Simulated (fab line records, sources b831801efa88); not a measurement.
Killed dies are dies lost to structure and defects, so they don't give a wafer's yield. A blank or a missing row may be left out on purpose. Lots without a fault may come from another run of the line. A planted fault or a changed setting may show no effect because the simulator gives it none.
Which tool did it? | flow sky130 | 13 lots, 39 wafers sampled, at 5 steps of a route of 708

WHAT THE GAUGES READ, wafer by wafer
SKY_NWELL_RS_MEAS_31: measures by four-point-probe. Usual: PWDE_RS 5274 ohm/sq, standard deviation 18.
lot  | measured     | on            | PWDE_RS (ohm/sq) | flag
L384 | day 5 01:57  | film_metro-02 | 5256 5234 5278   |
L386 | day 5 20:19  | film_metro-02 | 5298 5305 5294   |
L387 | day 6 00:53  | film_metro-04 | 5292 5283 5282   |
L388 | day 6 07:59  | film_metro-04 | 5267 5277 5267   |
L390 | day 7 04:49  | film_metro-02 | 5254 5251 5253   |
L391 | day 7 04:52  | film_metro-04 | 5308 5292 5276   |
L392 | day 7 09:57  | film_metro-04 | 5264 5258 5272   |
L393 | day 7 17:08  | film_metro-01 | 5279 5288 5280   |
L395 | day 8 00:58  | film_metro-01 | 5274 5261 5264   |
L394 | day 8 02:28  | film_metro-02 | 5267 5299 5306   |
L396 | day 8 08:36  | film_metro-01 | 5251 5280 5281   |
L402 | day 9 15:52  | film_metro-01 | 5263 5257 5278   |
L405 | day 11 05:32 | film_metro-01 | 5266 5253 5285   |

SKY_VT_ADJUST_LVTN_OVL_MEAS_18. Usual: VT_ADJUST_LVTN_01_OVL -0.8 nm, standard deviation 1.5.
lot  | measured     | on         | VT_ADJUST_LVTN_01_OVL (nm) | flag
L384 | day 7 08:52  | overlay-02 | -1.1 -0.7 -0.1             |
L386 | day 8 05:41  | overlay-02 | -1.0 -1.7 -1.2             |
L387 | day 8 10:29  | overlay-01 | -3.0 -2.9 -2.4             |
L388 | day 8 17:53  | overlay-01 | -0.9 -1.9 -1.0             |
L390 | day 9 16:23  | overlay-02 | 0.6 1.2 0.8                |
L391 | day 9 17:17  | overlay-02 | 0.0 1.4 1.1                |
L392 | day 10 00:13 | overlay-02 | -0.8 -1.7 -0.1             |
L393 | day 10 07:27 | overlay-01 | -3.1 -3.9 -4.6             |
L395 | day 10 17:20 | overlay-01 | -3.7 -3.8 -3.5             |
L394 | day 10 18:11 | overlay-01 | -1.3 -1.6 -0.4             |
L396 | day 11 02:17 | overlay-02 | -2.3 -2.3 -3.1             |
L402 | day 12 14:47 | overlay-02 | 1.5 -0.6 0.9               |
L405 | day 14 08:29 | overlay-02 | 0.6 0.3 0.1                |

SKY_VT_ADJUST_NCORE_TW_MEAS_11. Usual: VT_ADJUST_NCORE_TW 219.4, standard deviation 1.3.
lot  | measured     | on            | VT_ADJUST_NCORE_TW | flag
L384 | day 8 04:41  | film_metro-04 | 218.9 218.4 219.1  |
L386 | day 9 03:12  | film_metro-01 | 220.6 220.5 219.7  |
L387 | day 9 08:00  | film_metro-03 | 218.3 219.2 220.2  |
L388 | day 9 15:15  | film_metro-03 | 219.6 218.2 219.3  |
L390 | day 10 15:23 | film_metro-04 | 219.5 218.4 218.8  |
L391 | day 10 16:20 | film_metro-01 | 220.7 221.8 221.6  |
L392 | day 10 22:59 | film_metro-01 | 219.9 220.8 221.7  |
L393 | day 11 07:43 | film_metro-03 | 217.9 219.6 218.9  |
L395 | day 11 17:59 | film_metro-01 | 219.9 220.0 220.4  |
L394 | day 11 18:18 | film_metro-01 | 220.3 219.7 219.4  |
L396 | day 12 03:02 | film_metro-01 | 219.7 221.3 219.7  |
L402 | day 13 16:50 | film_metro-04 | 234.6 234.0 236.7  | OFF
L405 | day 15 11:29 | film_metro-03 | 232.8 232.4 232.3  | OFF

WHICH TOOL RAN EACH LOT (tool, then ch and the chambers of the sampled wafers, then the start)
lot  | SKY_NWELL_RTA_28                 | SKY_VT_ADJUST_NCORE_IMPLANT_09
L384 | rtp_anneal-01 ch 0, day 5 01:37  | implanter-02 ch 0, day 8 04:26
L386 | rtp_anneal-02 ch 0, day 5 19:58  | implanter-02 ch 0, day 9 02:57
L387 | rtp_anneal-01 ch 0, day 6 00:32  | implanter-02 ch 0, day 9 07:46
L388 | rtp_anneal-02 ch 0, day 6 07:38  | implanter-03 ch 0, day 9 15:01
L390 | rtp_anneal-01 ch 0, day 7 04:29  | implanter-02 ch 0, day 10 15:08
L391 | rtp_anneal-02 ch 0, day 7 04:31  | implanter-03 ch 0, day 10 16:07
L392 | rtp_anneal-01 ch 0, day 7 09:37  | implanter-04 ch 0, day 10 22:41
L393 | rtp_anneal-01 ch 0, day 7 16:47  | implanter-02 ch 0, day 11 07:29
L395 | rtp_anneal-02 ch 0, day 8 00:38  | implanter-03 ch 0, day 11 17:44
L394 | rtp_anneal-01 ch 0, day 8 02:02  | implanter-03 ch 0, day 11 18:04
L396 | rtp_anneal-02 ch 0, day 8 08:16  | implanter-02 ch 0, day 12 02:47
L402 | rtp_anneal-02 ch 0, day 9 15:31  | implanter-02 ch 0, day 13 16:35
L405 | rtp_anneal-01 ch 0, day 11 05:11 | implanter-02 ch 0, day 15 11:14
- SKY_NWELL_RTA_28: time 30 s.
- SKY_VT_ADJUST_NCORE_IMPLANT_09

WHAT THE TOOLS THEMSELVES READ (means of the sampled wafers that have a number; where no wafer has one, the mark that the record gives instead)
SKY_NWELL_RTA_28. Usual: lamp_power_pct 25.31 %, standard deviation 0.053; wafer_temp_C_max 1054.9, standard deviation 0.92.
lot  | tool          | lamp_power_pct (%) | wafer_temp_C_max | flag
L384 | rtp_anneal-01 | 25.31              | 1055.1           |
L386 | rtp_anneal-02 | 25.29              | 1054.9           |
L387 | rtp_anneal-01 | 25.28              | 1054.4           |
L388 | rtp_anneal-02 | 25.33              | 1054.5           |
L390 | rtp_anneal-01 | 25.34              | 1054.4           |
L391 | rtp_anneal-02 | 25.29              | 1055.3           |
L392 | rtp_anneal-01 | 25.35              | 1055.0           |
L393 | rtp_anneal-01 | 25.25              | 1055.5           |
L395 | rtp_anneal-02 | 25.32              | 1053.9           |
L394 | rtp_anneal-01 | 25.33              | 1055.0           |
L396 | rtp_anneal-02 | 25.29              | 1055.3           |
L402 | rtp_anneal-02 | 25.31              | 1055.5           |
L405 | rtp_anneal-01 | 25.33              | 1055.5           |

SKY_VT_ADJUST_NCORE_IMPLANT_09. Usual: beam_on_s 10.00 s, standard deviation 0.18; faraday_current_uA 13.54, standard deviation 0.25.
lot  | tool         | beam_on_s (s) | faraday_current_uA | flag
L384 | implanter-02 | 10.08         | 13.43              |
L386 | implanter-02 | 9.96          | 13.60              |
L387 | implanter-02 | 9.94          | 13.63              |
L388 | implanter-03 | 10.23         | 13.22              |
L390 | implanter-02 | 10.00         | 13.54              |
L391 | implanter-03 | 10.00         | 13.54              |
L392 | implanter-04 | 9.84          | 13.73              |
L393 | implanter-02 | 9.90          | 13.70              |
L395 | implanter-03 | 10.09         | 13.41              |
L394 | implanter-03 | 10.13         | 13.37              |
L396 | implanter-02 | 9.98          | 13.60              |
L402 | implanter-02 | 12.39         | 10.92              | OFF
L405 | implanter-02 | 12.66         | 10.73              | OFF

THE ANSWER, worked out from the rows above alone
Rule: a lot is off if the mean of its wafers that have a number lies more than 3 standard deviations from the usual mean. A lot without any number at a reading at which 4 lots or more have one is off too. The other lots that the step has rows for count as sound. The gauges are gone through in route order, then the tools' own readings, and for those a lot's mean is taken as printed above. The first step at which some lot is off is used, and at that step the reading that is off furthest; a lot without a number counts as furthest.
Off: L402, L405, at SKY_VT_ADJUST_NCORE_TW_MEAS_11 (VT_ADJUST_NCORE_TW).
A tool fits if, at a process step before that reading, it ran every lot that is off, and no sound lot after the first of them. The gauges at SKY_VT_ADJUST_NCORE_TW_MEAS_11 aren't tried: what is off there is off at SKY_VT_ADJUST_NCORE_IMPLANT_09 too, on other tools, and a gauge's error can't cause that. One fits: implanter-02 at SKY_VT_ADJUST_NCORE_IMPLANT_09. Its last sound lot is L396 (day 12 02:47), its first lot that is off L402 (day 13 16:35): a fault that began between those two fits.
The tool's own readings at SKY_VT_ADJUST_NCORE_IMPLANT_09 bear it out: on the lots that are off they differ by more than 5 times the standard deviation of the sound lots' means. beam_on_s reads 12.53 s there against 10.01 s on the sound lots; faraday_current_uA reads 10.82 there against 13.52 on the sound lots.

WHAT THE SIMULATOR HAD PUT IN
Process parameter drift: implanter-02, from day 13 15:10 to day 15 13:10, at SKY_VT_ADJUST_NCORE_IMPLANT_09. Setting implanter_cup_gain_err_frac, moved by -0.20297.
Lots struck among those shown: L402, L405. The rule above found the same.
